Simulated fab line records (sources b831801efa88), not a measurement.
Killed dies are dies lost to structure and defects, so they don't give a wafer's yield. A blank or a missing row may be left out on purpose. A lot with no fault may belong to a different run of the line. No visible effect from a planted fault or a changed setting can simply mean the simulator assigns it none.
Chamber matching	flow gf180mcu	cmp-01 running GF_V4_CMP_26: 4 sister chambers
The step polishes, stops on SiO2, t overpolish 15 s, target thk 0 nm. 8 wafers are shown with their chamber, then 7 later ones without.

## WAFERS, EACH WITH ITS CHAMBER
wafer	chamber	motor-current-A (A)	time-to-endpoint-s (s)
L692.4	1	10.7	89
L705.1	3	12.1	82
L705.4	2	9.8	78
L705.5	3	11.8	79
L708.5	1	10.3	86
L708.6	0	12.8	79
L709.1	0	12.6	80
L709.2	2	9.3	89

## WAFERS WITH NO CHAMBER GIVEN
wafer	motor-current-A (A)	time-to-endpoint-s (s)
L709.5	12.3	81
L710.1	12.1	84
L710.2	11.9	86
L710.4	10.2	85
L711.2	9.8	85
L711.3	9.8	81
L711.6	10.0	80

## WHICH CHAMBER EACH ONE RAN IN
wafer	from the rows above	in truth
L709.5	can't be placed: 3 or 0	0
L710.1	can't be placed: 3 or 0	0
L710.2	3	3
L710.4	can't be placed: 1 or 2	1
L711.2	can't be placed: 2 or 1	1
L711.3	can't be placed: 2 or 1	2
L711.6	can't be placed: 2 or 1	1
1 of 7 placed correctly. Can't be placed from these rows: 6 (the true chamber is among the candidates in 6). Placed wrongly: 0.
How it was worked out, from the rows above alone: a wafer's distance from a chamber is the root of the sum, over the readings, of the square of ((its reading less the chamber's mean) divided by the reading's scatter). The wafer belongs to the nearest chamber; if the next one is less than 2 further off, it can't be placed. For every chamber, the mean is computed from those of its wafers that are shown. The scatter: take each reading less its chamber's mean, square it, sum over the shown wafers, divide by the number of wafers less the number of chambers, and take the root.
